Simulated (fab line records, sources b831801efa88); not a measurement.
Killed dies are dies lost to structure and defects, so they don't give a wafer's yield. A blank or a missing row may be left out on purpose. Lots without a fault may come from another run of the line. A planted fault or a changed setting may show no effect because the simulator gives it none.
One fault seen from 2 desks | flow sky130 | each desk has only its own numbers; what lay behind them comes last

THE TOOL OWNER'S DESK: implanter-01
The tool's own readings at SKY_NWELL_IMPLANT_11: means of the sampled wafers that have a number, for each lot that ran on this tool. A lot is out of limits, marked OUT, if its mean lies more than 4 standard deviations from the usual mean; the brackets give that distance.
Columns: A = beam_energy_keV at SKY_NWELL_IMPLANT_11, usual 399.98
lot  | first seen here | A
L749 | day 5 18:19     | 399.89
L750 | day 5 21:10     | 399.94
L757 | day 7 08:19     | 400.15
L759 | day 7 16:11     | 400.15
L760 | day 7 22:11     | 399.94
L761 | day 8 06:20     | 399.96
L766 | day 9 11:52     | 399.83
This desk's finding: nothing out of limits on any of the 7 lots.

THE METROLOGY DESK
What the gauges read, lot by lot, whatever tool the lot ran on: means of the sampled wafers that have a number. A lot is out of limits, marked OUT, if its mean lies more than 4 standard deviations from the usual mean; the brackets give that distance.
Columns: A = NWELL_RS at SKY_NWELL_RS_MEAS_29, usual 625.6 ohm/sq; B = VT_ADJUST_LVTN_TW at SKY_VT_ADJUST_LVTN_TW_MEAS_10, usual 241.2; C = LDD_LDN_OVL at SKY_LDD_LDN_OVL_MEAS_07, usual -0.6 nm; D = LI_CONTACT_W_RS at SKY_LI_CONTACT_RS_MEAS_22, usual 0.286 ohm/sq
lot  | first seen here | A                | B     | C    | D
L747 | day 6 02:58     | 624.2            | 243.0 | 0.0  | 0.285
L749 | day 6 14:39     | 624.8            | 241.8 | 0.2  | 0.287
L750 | day 6 17:07     | 622.7            | 238.1 | -0.3 | 0.286
L751 | day 6 17:56     | 624.8            | 238.6 | -2.3 | 0.287
L753 | day 7 04:41     | 623.8            | 239.9 | -2.0 | 0.285
L754 | day 7 14:59     | 626.0            | 241.8 | -0.4 | 0.280
L756 | day 7 23:36     | 627.2            | 244.1 | 1.8  | 0.283
L757 | day 8 05:02     | 625.5            | 238.8 | -2.6 | 0.289
L758 | day 8 07:54     | 625.8            | 243.2 | -1.0 | 0.290
L759 | day 8 13:25     | 624.8            | 243.5 | 1.1  | 0.282
L760 | day 8 19:42     | 642.6 (+9.0) OUT | 239.2 | -2.3 | 0.289
L761 | day 9 04:07     | 647.5 (+12) OUT  | 238.6 | -3.1 | 0.283
L766 | day 10 11:15    | 649.4 (+13) OUT  | 242.0 | 1.3  | 0.286
This desk's finding: out of limits on L760, L761, L766; first on L760, day 8 19:42 (NWELL_RS at SKY_NWELL_RS_MEAS_29). In limits: L747, L749, L750, L751, L753, L754, L756, L757, L758, L759.

PUT TOGETHER
The metrology desk could have raised an alarm at day 8 19:42, on L760, L761, L766.
The tool owner's desk saw nothing out of limits.
The tool owner's desk has L760, L761, L766 on record, within its limits.
Of the lots named, all ran SKY_NWELL_IMPLANT_11 on implanter-01.

WHAT THE SIMULATOR HAD PUT IN
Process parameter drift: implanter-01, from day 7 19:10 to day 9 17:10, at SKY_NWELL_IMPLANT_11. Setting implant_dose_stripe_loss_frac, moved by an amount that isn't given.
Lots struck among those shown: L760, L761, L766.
Hours from the fault's start to each desk's first reading out of limits: the metrology desk, 25.
